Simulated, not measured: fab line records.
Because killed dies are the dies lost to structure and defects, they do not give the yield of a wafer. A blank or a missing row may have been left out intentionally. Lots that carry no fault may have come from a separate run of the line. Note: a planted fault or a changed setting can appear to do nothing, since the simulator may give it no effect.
Which tool is to blame? | flow sky130 | 11 lots, 33 wafers sampled, at 2 steps of a route of 708

## WHAT THE GAUGES READ, wafer by wafer
SKY_CONTACT_RS_MEAS_25: uses a four-point probe to measure.
lot  | measured     | on            | CONTACT_W_RS (ohm/sq)
L682 | day 31 04:44 | film_metro-02 | 0.335 0.335 0.337
L683 | day 31 18:31 | film_metro-03 | 0.339 0.340 0.340
L684 | day 31 22:58 | film_metro-02 | 0.327 0.331 0.342
L685 | day 32 00:49 | film_metro-02 | 0.332 0.336 0.341
L686 | day 32 13:17 | film_metro-04 | 0.336 0.329 0.340
L688 | day 33 23:17 | film_metro-03 | 0.328 0.328 0.342
L689 | day 34 01:41 | film_metro-02 | 0.338 0.331 0.337
L697 | day 36 17:01 | film_metro-04 | 0.335 0.337 0.325
L698 | day 36 22:47 | film_metro-03 | 0.345 0.345 0.337
L701 | day 37 18:13 | film_metro-02 | 0.340 0.340 0.331
L703 | day 37 22:03 | film_metro-04 | 0.340 0.341 0.340

## WHAT TOOL EACH LOT RAN ON (gives the tool, then ch and the chambers of the sampled wafers, and finally the start)
lot  | SKY_LOCAL_INTERCONNECT_STRIP_15
L682 | plasma_asher-04 ch 1, day 29 22:21
L683 | plasma_asher-01 ch 0,1, day 30 12:03
L684 | plasma_asher-04 ch 0,1, day 30 16:19
L685 | plasma_asher-02 ch 0,1, day 30 18:40
L686 | plasma_asher-04 ch 0,1, day 31 08:01
L688 | plasma_asher-02 ch 1, day 32 18:28
L689 | plasma_asher-04 ch 0,1, day 32 20:47
L697 | plasma_asher-01 ch 0,1, day 35 12:20
L698 | plasma_asher-02 ch 0,1, day 35 16:43
L701 | plasma_asher-02 ch 0,1, day 36 13:41
L703 | plasma_asher-01 ch 0,1, day 36 18:13
- SKY_LOCAL_INTERCONNECT_STRIP_15: strips in O2/N2.

## THE ANSWER, worked out from the rows above alone
Rule: the usual values come from the lots themselves. The widest of any qualifying gaps counts: lots, ordered by their means at a reading, are off when they make up no more than a third of the lots, leave a main group of 4 or more, and stand apart from it by 3 or more times the standard deviation of that group's means. Not used: any main group whose means are identical at the precision the tables above print for the reading. A lot without any number at a reading at which 4 lots or more have one is off too. All remaining lots with rows at the step are treated as sound.
None of the lots is off at any reading shown; this tells nothing.

## WHAT THE SIMULATOR HAD INSERTED
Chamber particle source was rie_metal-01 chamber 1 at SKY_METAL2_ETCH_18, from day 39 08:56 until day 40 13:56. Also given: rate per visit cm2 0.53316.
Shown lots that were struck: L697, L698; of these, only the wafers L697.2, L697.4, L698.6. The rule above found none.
